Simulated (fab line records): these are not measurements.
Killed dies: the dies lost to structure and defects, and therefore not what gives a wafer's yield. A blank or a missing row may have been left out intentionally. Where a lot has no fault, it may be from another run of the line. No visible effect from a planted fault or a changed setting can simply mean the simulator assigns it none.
fab line records    flow gf180mcu
[record] lots = 5  wafers = 15  lastDay = 34
route steps=602 shown V3@430
lots that met no fault: from a run of the same line without faults
startH: start of the lot's first displayed wafer, in hours after the record's first day    waitH: hours since the lot's step before    " same as the row above    L1.1+2: one row covering several wafers at once    - no value, or no start was given    * or withheld: withheld    < > ~ a bound
route shown NAME@n: a module of which the file shows steps, and the number in the route of the first    usual: mean/standard deviation of fault-free wafers    same: alike in all rows    chamber/n: place in a boat    sites: the reading at each site    _std_site: how widely they spread, as a standard deviation    _edge_site: outer sites' mean less inner sites'    radiusMm: for every site, how far away it sits from the centre of the wafer    mask NAME#n: copy n    behind: the most recent tool/chamber to have shaped the wafer    hold: the reason the lot was held/the length of the hold in hours/how it ended    device: which transistor (n, p or np) failed to switch    end of line: tests of these same wafers at the route's end    step lacking rows: just its recipe    killed: dies that structure and defects cost at the first sort, which is not the same as the wafer's yield    map: a wafer's dies, x killed, . not, _ none there
set.NAME: setting as actually run; set.NAME@STEP: the setting as run at that earlier step    model.NAME: the simulator's own value behind a step, which no gauge read
lots at selected steps of the route; one table per step, one row per wafer
services: from which hour (startH, from the record's first day; less than 0 if before it) a tool's chamber was out of use, for how many hours, and why
[[steps]]
[step GF_V3_THK_MEAS_01]
[recipe] reads = SiO2_of_V3_CVD_00
[usual] V3_CVD_00_THK = 597/7.5
lot.wafer  tool          chamber  startH  waitH  V3_CVD_00_THK[nm]
L079.2     filmMetro-03  -        529.01  0.0    611
L079.3     "             -        "       "      589
L079.5     "             -        "       "      604
L088.1     filmMetro-03  -        611.72  0.0    602
L088.3     "             -        "       "      590
L088.6     "             -        "       "      599
L091.1     filmMetro-03  -        632.02  0.0    583
L091.2     "             -        "       "      591
L091.4     "             -        "       "      590
L093.2     filmMetro-03  -        646.15  0.0    610
L093.3     "             -        "       "      604
L093.6     "             -        "       "      607
L095.2     filmMetro-01  -        659.28  0.0    604
L095.4     "             -        "       "      592
L095.5     "             -        "       "      596
[step GF_V3_CVD_02]
[recipe] material = SiO2  targetThkNm = 850  precursor = TEOS  tempC = 400  timeS = 94.851  rfW = 600
[usual] heaterPowerW = 699/120  susceptorTempC = 400.00/0.21
lot.wafer  tool      chamber  startH  waitH  heaterPowerW  susceptorTempC
L079.2     pecvd-02  2        529.06  0.0    791           399.53
L079.3     "         0        "       "      891           399.93
L079.5     "         2        "       "      621           399.88
L088.1     pecvd-04  0        611.78  0.1    636           399.76
L088.3     "         1        "       "      608           400.03
L088.6     "         2        "       "      861           399.89
L091.1     pecvd-02  0        632.08  0.1    925           399.75
L091.2     "         2        "       "      751           400.00
L091.4     "         1        "       "      553           400.16
L093.2     pecvd-03  1        646.20  0.0    763           400.27
L093.3     "         2        "       "      761           400.39
L093.6     "         2        "       "      593           400.08
L095.2     pecvd-02  2        659.33  0.0    669           400.37
L095.4     "         2        "       "      708           400.07
L095.5     "         0        "       "      959           399.63
[step GF_V3_THK_MEAS_03]
[recipe] reads = SiO2_of_V3_CVD_02
[usual] V3_CVD_02_THK = 853/11
lot.wafer  tool          chamber  startH  waitH  V3_CVD_02_THK[nm]
L079.2     filmMetro-01  -        529.14  0.0    844
L079.3     "             -        "       "      839
L079.5     "             -        "       "      861
L088.1     filmMetro-03  -        611.85  0.0    832
L088.3     "             -        "       "      847
L088.6     "             -        "       "      858
L091.1     filmMetro-03  -        632.15  0.0    851
L091.2     "             -        "       "      850
L091.4     "             -        "       "      865
L093.2     filmMetro-03  -        646.28  0.0    839
L093.3     "             -        "       "      841
L093.6     "             -        "       "      863
L095.2     filmMetro-03  -        659.41  0.0    846
L095.4     "             -        "       "      874
L095.5     "             -        "       "      864
[step GF_V3_CMP_04]
[recipe] material = SiO2  downForcePsi = 4  platenRpm = 60  padVelocityMS = 0.94248
[usual] edgeZonePressureFrac = 0.999/0.0052  motorCurrentA = 12.8/0.94  slurryFilterDpKPa = 13.50/0.14  timeToEndpointS = 86/5.1
lot.wafer  tool    chamber  startH  waitH  edgeZonePressureFrac  motorCurrentA  slurryFilterDpKPa  timeToEndpointS
L079.2     cmp-02  1        529.24  0.1    1.003                 12.4           13.08              78
L079.3     "       2        "       "      0.993                 13.6           13.80              79
L079.5     "       0        "       "      0.998                 13.3           13.56              85
L088.3     cmp-02  2        611.91  0.0    1.013                 12.7           13.56              86
L088.1     "       0        "       "      0.998                 12.1           13.63              80
L088.6     "       2        "       "      0.993                 12.6           13.34              91
L091.2     cmp-01  0        632.21  0.0    1.001                 11.4           13.39              91
L091.4     "       1        "       "      1.001                 11.9           13.55              90
L091.1     "       3        "       "      0.994                 14.4           13.51              88
L093.3     cmp-02  2        646.49  0.2    1.006                 13.1           13.53              84
L093.2     "       0        "       "      1.002                 13.5           13.58              87
L093.6     "       3        "       "      0.998                 14.6           13.53              88
L095.2     cmp-01  3        659.50  0.1    1.004                 14.6           13.35              85
L095.4     "       1        "       "      1.000                 12.3           13.50              90
L095.5     "       0        "       "      0.994                 11.3           13.54              93
[step GF_V3_BOW_MEAS_05]
[recipe] mode = bow
[usual] V3_BOW = 113/8.4
lot.wafer  tool          chamber  startH  waitH  V3_BOW[um]
L079.2     filmMetro-03  -        529.51  0.2    120
L079.3     "             -        "       "      108
L079.5     "             -        "       "      124
L088.1     filmMetro-02  -        612.21  0.1    114
L088.3     "             -        "       "      112
L088.6     "             -        "       "      114
L091.1     filmMetro-03  -        632.51  0.1    124
L091.2     "             -        "       "      124
L091.4     "             -        "       "      106
L093.2     filmMetro-01  -        646.81  0.2    105
L093.3     "             -        "       "      111
L093.6     "             -        "       "      107
L095.2     filmMetro-03  -        659.82  0.3    119
L095.4     "             -        "       "      112
L095.5     "             -        "       "      116
[step GF_V3_DEHYDRATE_06]
[recipe] tempC = 200  timeS = 60
[usual] heaterPowerTotalW = 160.37/0.11
lot.wafer  tool           chamber  startH  waitH  heaterPowerTotalW
L079.2     lithoTrack-01  0        540.27  10.7   160.36
L079.3     "              0        "       "      160.29
L079.5     "              0        "       "      160.40
L088.1     lithoTrack-04  0        622.08  9.9    160.53
L088.3     "              0        "       "      160.25
L088.6     "              0        "       "      160.39
L091.1     lithoTrack-01  0        642.00  9.5    160.36
L091.2     "              0        "       "      160.31
L091.4     "              0        "       "      160.37
L093.2     lithoTrack-02  0        656.12  9.3    160.40
L093.3     "              0        "       "      160.29
L093.6     "              0        "       "      160.40
L095.2     lithoTrack-02  0        668.77  8.9    160.52
L095.4     "              0        "       "      160.58
L095.5     "              0        "       "      160.33
[step GF_V3_HMDS_07]
[recipe] primeTimeS = 60  primeTempC = 120
lot.wafer   tool           chamber  startH  waitH
L079.2+3+5  lithoTrack-01  0        540.42  0.1
L088.1+3+6  lithoTrack-04  0        622.23  0.1
L091.1+2+4  lithoTrack-01  0        642.15  0.1
L093.2+3+6  lithoTrack-02  0        656.27  0.1
L095.2+4+5  lithoTrack-02  0        668.92  0.1
[[services]]
tool      chamber  startH  hours  kind
cmp-01    -        514.46  17.8   repair
cmp-01    -        533.15  3.4    repair
pecvd-02  0        541.95  64.7   repair
pecvd-03  -        551.69  0.7    repair
cmp-02    -        572.00  4.0    pm
cmp-02    -        576.00  -      consumableReplace:conditioner
cmp-02    -        576.00  -      consumableReplace:pad
cmp-02    -        586.80  4.7    repair
pecvd-03  -        591.12  14.0   pm
pecvd-03  0        591.12  14.0   ventCycle
pecvd-03  1        591.12  14.0   ventCycle
pecvd-03  2        591.12  14.0   ventCycle
pecvd-02  -        596.52  5.5    pm
pecvd-04  -        599.81  5.2    repair
pecvd-03  0        605.12  -      clean
pecvd-03  1        605.12  -      clean
pecvd-03  2        605.12  -      clean
cmp-01    -        605.38  3.5    repair
pecvd-03  0        632.32  12.6   repair
pecvd-04  -        648.91  1.3    repair
cmp-02    -        651.51  0.3    repair
pecvd-02  1        665.18  6.3    repair
[[key]]
fault none
